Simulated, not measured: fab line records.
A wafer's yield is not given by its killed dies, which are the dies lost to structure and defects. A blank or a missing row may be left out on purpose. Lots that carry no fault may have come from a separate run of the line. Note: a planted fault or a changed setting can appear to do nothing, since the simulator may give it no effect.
Struck lot and sound lot, side by side -- flow gf180mcu -- 14 steps out of a route of 602
Sound: wafers L240.1, L240.2, L240.5. The struck wafers were L244.2, L244.3, L244.4. At the end, the cause is stated.
Each step with rows lists, per side, the tool, then ch with its chambers, then its first start. Under that, the readings that differ: sound wafers -- struck wafers -- difference of the means -- sigmas: that difference in standard deviations of wafers without a fault.
alike: words and numbers the same on both sides, and readings whose means are apart by under 2 such deviations; not compared: readings that were withheld, readings missing a value for some wafer, numbers with overlapping values and no deviation given by the record, and bounds like >300 which may hide the same value.
Wherever a step has rows on one side only, a row that says differs or no value, or a row with sigmas, the two part there. When numbers do not overlap yet have no deviation, they are printed without sigmas and do not part them. A reading missing from all wafers of one side parts the sides only when that side holds two or more wafers.

first, 3 steps without rows for these wafers: GF_MIM_EXPOSE_16 (exposes mask FuseTop, target cd 2000 nm); GF_MIM_PEB_17; GF_MIM_DEVELOP_18 (develop time 60 s).
GF_MIM_METAL_ETCH_19: etches the open film in Cl2/BCl3, stops on Si3N4, target depth 324.5 nm, time 54.1 s.
  sound on rie metal-04 ch 0, day 26 05:26; struck on rie metal-02 ch 0,1, day 27 16:09
  alike: bias w, drypump motor current A, mfc cl2 sccm, oes product au, throttle valve pct
  not compared: rf hours counter h
GF_MIM_STRIP_20: strips in O2/N2.
  sound on plasma asher-01 ch 0,1, day 26 05:35; struck on plasma asher-01 ch 0,1, day 27 16:13
  alike: drypump motor current A, heater power w, oes product au, strip time to endpoint s
  not compared: rf hours counter h
then, 7 steps without rows for these wafers: GF_MIM_STRIP_21 (strips in post etch residue remover, time 1200 s); GF_MIM_CLEAN_22 (cleans in DIW); GF_M5_DEHYDRATE_00 (time 60 s); GF_M5_HMDS_01 (prime time 60 s); GF_M5_COAT_02 (resist thk 1000 nm); GF_M5_SOFTBAKE_03 (time 60 s); GF_M5_EXPOSE_04 (exposes mask Metal5, target cd 280 nm).
GF_M5_PEB_05: peb time 90 s.
  struck on litho track-02, day 28 12:32; sound on litho track-01 ch 0, day 27 02:47
  no value came back on the struck wafers for chill plate temp C (C), exhaust pa (Pa); on the sound wafers chill plate temp C (C) reads 23.22 23.03 23.06
then, 1 step without rows for these wafers: GF_M5_DEVELOP_06 (develop time 60 s).

WHERE THEY PART
At GF_M5_PEB_05 and nowhere else, as far as this record goes.

WHY: what the simulator had put in
Entire step skipped (litho track-02, GF_M5_PEB_05), from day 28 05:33 onward. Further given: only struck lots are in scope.
